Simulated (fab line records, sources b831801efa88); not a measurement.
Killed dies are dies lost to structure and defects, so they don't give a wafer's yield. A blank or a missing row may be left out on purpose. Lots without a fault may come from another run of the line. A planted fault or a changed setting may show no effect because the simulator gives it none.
Chamber matching | flow gf180mcu | GF_V1_CMP_04 on cmp-01: 4 sister chambers
The step polishes SiO2. 18 wafers are shown with their chamber, then 9 later ones without.

WAFERS WITH THEIR CHAMBER
wafer  | chamber | motor_current_A (A) | retaining_ring_pressure_frac | time_to_endpoint_s (s)
L253.1 | 1       | 10.6                | 1.001                        | 83
L253.5 | 2       | 9.7                 | 1.003                        | 76
L253.6 | 3       | 10.6                | 1.000                        | 86
L254.1 | 0       | 12.7                | 0.994                        | 85
L254.3 | 2       | 9.8                 | 1.006                        | 85
L254.4 | 1       | 10.8                | 1.002                        | 90
L255.1 | 0       | 11.5                | 0.999                        | 80
L255.2 | 2       | 9.7                 | 0.998                        | 83
L255.5 | 1       | 10.3                | 1.000                        | 89
L258.3 | 3       | 11.4                | 1.002                        | 78
L258.5 | 1       | 10.3                | 1.012                        | 85
L258.6 | 2       | 9.8                 | 1.008                        | 82
L268.1 | 1       | 10.1                | 0.995                        | 73
L268.5 | 2       | 9.6                 | 0.995                        | 76
L268.6 | 1       | 10.5                | 1.004                        | 77
L269.1 | 3       | 11.6                | 1.006                        | 77
L269.2 | 0       | 12.0                | 1.000                        | 80
L269.3 | 2       | 9.9                 | 0.997                        | 77

SIGNATURES (means of the wafers above)
reading                      | chamber 0 | chamber 1 | chamber 2 | chamber 3 | scatter within a chamber
motor_current_A              | 12.067    | 10.433    | 9.750     | 11.200    | 0.344
retaining_ring_pressure_frac | 0.99767   | 1.00233   | 1.00117   | 1.00267   | 0.0049
time_to_endpoint_s           | 81.67     | 82.83     | 79.83     | 80.33     | 5.13
Rule: a wafer's distance from a chamber is the root of the sum, over the readings, of the square of ((its reading less the chamber's mean) divided by the reading's scatter). The wafer belongs to the nearest chamber; if the next one is less than 2 further off, it can't be placed. The scatter: the root of (the sum of the squares of (reading less its chamber's mean) over the shown wafers, divided by (wafers less chambers)).

WAFERS WITHOUT THEIR CHAMBER
wafer  | motor_current_A (A) | retaining_ring_pressure_frac | time_to_endpoint_s (s)
L272.3 | 10.0                | 1.000                        | 77
L272.4 | 9.5                 | 1.001                        | 80
L272.6 | 11.2                | 0.994                        | 78
L273.3 | 9.6                 | 1.002                        | 74
L273.4 | 10.7                | 0.999                        | 84
L273.5 | 11.9                | 0.992                        | 79
L274.1 | 10.8                | 1.001                        | 74
L274.5 | 11.4                | 0.993                        | 86
L274.6 | 10.7                | 1.002                        | 84

WHICH CHAMBER EACH WENT THROUGH
wafer  | from the rows above          | in truth
L272.3 | can't be placed: 2 or 1      | 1
L272.4 | 2                            | 2
L272.6 | can't be placed: 3 or 0 or 1 | 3
L273.3 | can't be placed: 2 or 1      | 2
L273.4 | can't be placed: 1 or 3 or 2 | 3
L273.5 | can't be placed: 0 or 3      | 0
L274.1 | can't be placed: 3 or 1 or 2 | 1
L274.5 | can't be placed: 0 or 3 or 1 | 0
L274.6 | can't be placed: 1 or 3      | 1
Placed correctly: 1 of 9. Can't be placed from these rows: 8 (the true chamber is among the candidates in 8). Placed wrongly: 0.
